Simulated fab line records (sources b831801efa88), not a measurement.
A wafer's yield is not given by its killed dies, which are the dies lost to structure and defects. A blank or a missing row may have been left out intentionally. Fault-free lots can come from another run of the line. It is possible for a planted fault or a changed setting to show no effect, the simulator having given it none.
The tool behind it: which one? ; flow gf180mcu ; 35 wafers from 12 lots sampled at 4 of the route's 602 steps

WHAT THE GAUGES READ, wafer by wafer
GF_M1_CD_MEAS_14: target cd 230 nm.
lot;measured;on;cd-nm (nm)
L137;day 17 20:46;cd-sem-02;229.1 228.9 228.8
L138;day 18 12:34;cd-sem-02;230.8 230.5 231.2
L140;day 19 04:55;cd-sem-02;228.5 229.0 227.2
L141;day 19 10:35;cd-sem-01;230.1 229.1 230.3
L142;day 19 19:35;cd-sem-01;231.9 232.4 232.1
L143;day 20 07:02;cd-sem-02;230.5 230.7 230.1
L146;day 21 14:30;cd-sem-01;231.5 231.1
L148;day 22 03:15;cd-sem-01;229.2 229.9 229.0
L154;day 23 23:13;cd-sem-01;228.7 229.9 229.1
L155;day 24 10:49;cd-sem-02;230.1 229.8 230.1
L157;day 24 23:46;cd-sem-01;229.3 229.3 230.1
L158;day 25 03:52;cd-sem-01;229.7 230.7 230.3

GF_V1_THK_MEAS_03.
lot;measured;on;V1_CVD_02_THK (nm)
L137;day 17 21:49;film-metro-03;841 870 864
L138;day 18 13:38;film-metro-03;838 851 855
L140;day 19 05:58;film-metro-02;867 860 875
L141;day 19 11:37;film-metro-03;855 847 869
L142;day 19 20:35;film-metro-02;845 853 865
L143;day 20 08:02;film-metro-03;840 842 874
L146;day 21 15:52;film-metro-04;494 492 494 492
L148;day 22 04:16;film-metro-03;473 851 488 473 851 488
L154;day 24 00:14;film-metro-04;843 843 894
L155;day 24 11:52;film-metro-02;841 836 846
L157;day 25 00:45;film-metro-02;855 841 844
L158;day 25 04:53;film-metro-02;818 821 831

EACH LOT AND THE TOOL THAT RAN IT (in order: tool; ch and the chambers of the sampled wafers; start)
lot;GF_M1_SPUTTER_00;GF_V1_CVD_02
L137;pvd-sputter-01, day 16 22:04;pecvd-02 ch 0,1,2, day 17 21:44
L138;pvd-sputter-01, day 17 12:10;pecvd-02 ch 0,1, day 18 13:35
L140;pvd-sputter-02, day 18 04:46;pecvd-02 ch 1,2, day 19 05:53
L141;pvd-sputter-02, day 18 10:08;pecvd-01 ch 0,1, day 19 11:32
L142;pvd-sputter-04, day 18 18:53;pecvd-01 ch 0,1,2, day 19 20:31
L143;pvd-sputter-04, day 19 06:25;pecvd-01 ch 1,2, day 20 07:58
L146;pvd-sputter-01, day 20 14:57;pecvd-01 ch 0,1, day 21 15:47
L148;pvd-sputter-04, day 21 03:28;pecvd-01 ch 0,1, day 22 04:13
L154;pvd-sputter-04, day 23 01:01;pecvd-02 ch 0,1,2, day 24 00:09
L155;pvd-sputter-04, day 23 12:25;pecvd-04 ch 0,1,2, day 24 11:47
L157;pvd-sputter-01, day 24 01:36;pecvd-04 ch 0,1,2, day 25 00:41
L158;pvd-sputter-02, day 24 06:03;pecvd-02 ch 0,1, day 25 04:48
- GF_M1_SPUTTER_00: material Ti, target thk 37.5 nm, time 150 s.
- GF_V1_CVD_02: deposits SiO2 from TEOS, target thk 850 nm, time 94.851 s.

WHAT THE TOOLS THEMSELVES READ (means of the sampled wafers that have a number; where no wafer has one, the mark that the record gives instead)
GF_M1_SPUTTER_00.
lot;tool;throttle-valve-pct (%)
L137;pvd-sputter-01;28.3
L138;pvd-sputter-01;28.8
L140;pvd-sputter-02;29.6
L141;pvd-sputter-02;28.4
L142;pvd-sputter-04;30.8
L143;pvd-sputter-04;31.1
L146;pvd-sputter-01;27.8
L148;pvd-sputter-04;31.1
L154;pvd-sputter-04;30.9
L155;pvd-sputter-04;30.7
L157;pvd-sputter-01;28.8
L158;pvd-sputter-02;29.8

GF_V1_CVD_02.
lot;tool;heater-power-w (W)
L137;pecvd-02;723
L138;pecvd-02;640
L140;pecvd-02;716
L141;pecvd-01;595
L142;pecvd-01;633
L143;pecvd-01;571
L146;pecvd-01;572
L148;pecvd-01;605
L154;pecvd-02;631
L155;pecvd-04;670
L157;pecvd-04;688
L158;pecvd-02;640

THE ANSWER, worked out from the rows above alone
Rule: what is usual is taken from the lots themselves. Put in order of their means at a reading, lots are off if they are a third of the lots or fewer, leave a main group of 4 or more, and stand apart from it by a gap of 3 or more times the standard deviation of the main group's means; of several such gaps the widest counts. Not used: any main group whose means are identical at the precision the tables above print for the reading. A lot without any number at a reading at which 4 lots or more have one is off too. Where the step has rows for the other lots, those lots are counted as sound. Order of review: gauges by route order, followed by the tools' own readings, for which a lot's mean as printed above is used. At the first step where some lot is off, the reading lying furthest off is the one used; lots without a number count as furthest.
Off: at GF_V1_THK_MEAS_03 (V1_CVD_02_THK), L146, L148. The main group has a mean of 851 nm with a standard deviation of 12.
A tool fits if, at a process step before that reading, it ran every lot that is off, and no sound lot after the first of them. Those tools and the gauges at GF_V1_THK_MEAS_03 are tried in the same way. One candidate fits, namely pecvd-01 at GF_V1_CVD_02. Its last sound lot is L143 (day 20 07:58), its first lot that is off L146 (day 21 15:47): a fault that began between those two fits.

WHAT THE SIMULATOR HAD INSERTED
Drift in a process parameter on pecvd-01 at GF_V1_CVD_02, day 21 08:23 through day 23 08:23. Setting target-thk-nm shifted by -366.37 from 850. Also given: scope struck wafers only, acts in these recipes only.
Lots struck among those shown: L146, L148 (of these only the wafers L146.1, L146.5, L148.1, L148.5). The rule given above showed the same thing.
